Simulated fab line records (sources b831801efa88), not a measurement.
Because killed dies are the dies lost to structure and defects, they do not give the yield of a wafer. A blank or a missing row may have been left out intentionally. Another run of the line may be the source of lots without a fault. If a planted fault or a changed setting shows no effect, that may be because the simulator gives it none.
The tool behind it: which one?	flow gf180mcu	12 lots (36 wafers sampled), 1 step of a 602-step route

== WHAT THE GAUGES READ, wafer by wafer ==
GF_V3_BOW_MEAS_05. Usual: V3_BOW gives 116 um (standard deviation 8.3).
lot	measured	on	V3_BOW (um)	flag
L873	day 21 07:40	film metro-02	107 123 119	
L875	day 22 00:43	film metro-01	120 117 112	
L878	day 23 06:20	film metro-02	116 118 119	
L881	day 24 13:24	film metro-01	125 109 117	
L882	day 24 14:43	film metro-01	117 128 111	
L887	day 26 11:53	film metro-02	119 108 126	
L888	day 26 22:32	film metro-02	111 120 118	
L889	day 26 23:33	film metro-01	109 116 106	
L890	day 27 07:03	film metro-02	117 122 112	
L891	day 27 16:11	film metro-02	108 108 105	
L893	day 28 02:23	film metro-01	133 119 138	
L894	day 28 11:08	film metro-04	116 114 121	

== WHICH TOOL RAN EACH LOT (tool, then ch and the chambers of the sampled wafers, then the start) ==
There is no process step in the record ahead of these readings.

== WHAT THE TOOLS THEMSELVES READ (means of the sampled wafers that have a number; where no wafer has one, the mark that the record gives instead) ==
The record holds no such reading with a usual standard deviation.

== THE ANSWER, worked out from the rows above alone ==
Rule: a lot is off if the mean of its wafers that have a number lies more than 3 standard deviations from the usual mean. Also off: a lot with no number at a reading for which 4 or more lots have one. All remaining lots with rows at the step are treated as sound. Order of review: gauges by route order, followed by the tools' own readings, for which a lot's mean as printed above is used. The first step at which some lot is off is used, and at that step the reading that is off furthest; a lot without a number counts as furthest.
No lot is off on any of the readings shown, so nothing can be concluded from this.

== WHAT THE SIMULATOR HAD PUT IN ==
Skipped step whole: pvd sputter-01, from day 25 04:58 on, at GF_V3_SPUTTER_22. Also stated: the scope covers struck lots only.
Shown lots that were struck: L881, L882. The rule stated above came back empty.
